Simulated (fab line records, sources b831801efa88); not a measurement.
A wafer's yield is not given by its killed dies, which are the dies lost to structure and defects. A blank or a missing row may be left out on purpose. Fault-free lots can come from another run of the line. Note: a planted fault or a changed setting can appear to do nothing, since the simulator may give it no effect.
A struck lot beside a sound one :: flow sky130 :: 29 out of 708 route steps
Sound: these wafers, L305.1, L305.2, L305.4. Wafers struck: L309.1, L309.2, L309.4. At the end, the cause is stated.
Per side, at each step with rows, come the tool, then ch with its chambers, and then its first start. Under that, the readings that differ: sound wafers :: struck wafers :: difference of the means :: sigmas: that difference in standard deviations of wafers without a fault.
alike: words and numbers the same on both sides, and readings whose means are apart by under 2 such deviations; not compared: readings that were withheld, readings missing a value for some wafer, numbers with overlapping values and no deviation given by the record, and bounds like >300 which may hide the same value.
The two part at a step that has a row with sigmas, a row that says differs or no value, or rows on one side only. Numbers that don't overlap but have no deviation are shown without sigmas and don't part them. Lack of a reading on every wafer of one side parts them only where that side has two or more wafers.

SKY_POLY_GATE_CD_MEAS_13: the cd target is 150 nm.
  sound: cd_sem-02 at day 18 16:22; struck: cd_sem-01 at day 20 11:16
  alike: cd_nm
SKY_POLY_GATE_OVL_MEAS_14:
  sound: overlay-02 at day 18 16:29; struck: overlay-02 at day 20 11:24
  alike: POLY_GATE_OVL
SKY_POLY_GATE_ETCH_15: etches BARC in N2/H2, stops on SiO2, time 118.5 s, target depth 110 nm.
  sound on rie_diel-04 ch 0,1,3, day 18 16:31; struck on rie_diel-01 ch 0,1,3, day 20 11:26
  alike: drypump_motor_current_A, oes_product_au, throttle_valve_pct
  not compared: rf_hours_counter_h
SKY_POLY_GATE_ETCH_16: etches Si3N4 in CH3F/O2, stops on poly-Si, time 147.5 s, target depth 75 nm.
  sound on rie_diel-04 ch 0,1,3, day 18 16:37; struck on rie_diel-01 ch 0,1,3, day 20 11:31
  alike: drypump_motor_current_A, oes_product_au, throttle_valve_pct
  not compared: rf_hours_counter_h
SKY_POLY_GATE_ETCH_17: etches poly-Si in HBr/Cl2, stops on SiO2, target depth 180 nm, time 70.5 s.
  sound on rie_si-02 ch 0,1,3, day 18 16:42; struck on rie_si-02 ch 1,2,3, day 20 11:37
  alike: HBr_flow_sccm, drypump_motor_current_A, oes_product_au, throttle_valve_pct
  not compared: rf_hours_counter_h
SKY_POLY_GATE_STRIP_18: strips in O2/N2.
  sound on plasma_asher-03 ch 0,1, day 18 16:46; struck on plasma_asher-03 ch 0,1, day 20 11:40
  alike: drypump_motor_current_A, oes_product_au, strip_time_to_endpoint_s
  not compared: rf_hours_counter_h
then, 2 steps without rows for these wafers: SKY_POLY_GATE_CLEAN_19 (cleans in SC1/SC2, time 150 s); SKY_POLY_GATE_OXIDATION_20 (stabilise 600 s, purge 300 s, target thk 4 nm).
SKY_POLY_GATE_THK_MEAS_21:
  sound: film_metro-04 at day 18 18:10; struck: film_metro-04 at day 20 14:04
  alike: POLY_GATE_OXIDATION_THK
SKY_POLY_GATE_CD_MEAS_22:
  sound: cd_sem-01 at day 18 18:13; struck: cd_sem-01 at day 20 14:08
  alike: cd_nm
then, 2 steps without rows for these wafers: SKY_LDD_N_DEHYDRATE_00 (time 60 s); SKY_LDD_N_HMDS_01 (prime time 60 s).
SKY_LDD_N_COAT_02: resist thk 300 nm.
  sound on litho_track-04 ch 0, day 19 09:04; struck on litho_track-01 ch 0, day 21 04:50
reading: model.NOVOLAK_of_LDD_N_COAT_02.thk_nm (nm)
sound: 301.1 301.2 301.3
struck: 305.5 305.3 305.2
difference: +4.1
sigmas: 
then, 3 steps without rows for these wafers: SKY_LDD_N_SOFTBAKE_03 (time 60 s); SKY_LDD_N_EXPOSE_04 (exposes mask NTM, target cd 840 nm); SKY_LDD_N_PEB_05.
SKY_LDD_N_DEVELOP_06: develop time 60 s.
  sound on litho_track-01 ch 0, day 20 01:08; struck on litho_track-04 ch 0, day 21 20:34
reading: model.NOVOLAK_of_LDD_N_COAT_02.thk_nm (nm)
sound: 300.7 300.8 300.9
struck: 305.1 304.9 304.8
difference: +4.1
sigmas: 
  alike: developer_temp_C
SKY_LDD_N_OVL_MEAS_07:
  sound: overlay-02 at day 20 01:17; struck: overlay-02 at day 21 20:43
  alike: LDD_N_OVL
then, 8 steps without rows for these wafers: SKY_LDD_N_IMPLANT_08; SKY_LDD_N_IMPLANT_09; SKY_LDD_N_IMPLANT_10; SKY_LDD_N_IMPLANT_11; SKY_LDD_N_IMPLANT_12; SKY_LDD_N_IMPLANT_13; SKY_LDD_N_IMPLANT_14; SKY_LDD_N_IMPLANT_15.
SKY_LDD_N_STRIP_16: strips in O2/N2.
  sound on plasma_asher-01 ch 0,1, day 20 02:31; struck on plasma_asher-04 ch 0,1, day 21 21:57
reading: strip_time_to_endpoint_s (s)
sound: 4.328 4.330 4.322
struck: 4.389 4.383 4.369
difference: +0.054
sigmas: +4
  alike: drypump_motor_current_A, oes_product_au
  not compared: rf_hours_counter_h
SKY_LDD_N_TW_MEAS_17:
  sound: film_metro-02 at day 20 02:37; struck: film_metro-02 at day 21 22:03
  alike: LDD_N_TW
-- record jumps: 27 days separate the struck wafers' starts on either side; left off in module LDD_N, taken up again in module PAD_OPEN, whose first shown step is the route's number 708 --
SKY_PAD_OPEN_PROBE_99:
  rows exist in the record for the struck wafers here (prober-02, day 48 14:26), but not for the sound ones

WHERE THEY PART
First at SKY_LDD_N_STRIP_16; last, within this record, at SKY_PAD_OPEN_PROBE_99.

WHY: what had been put in by the simulator
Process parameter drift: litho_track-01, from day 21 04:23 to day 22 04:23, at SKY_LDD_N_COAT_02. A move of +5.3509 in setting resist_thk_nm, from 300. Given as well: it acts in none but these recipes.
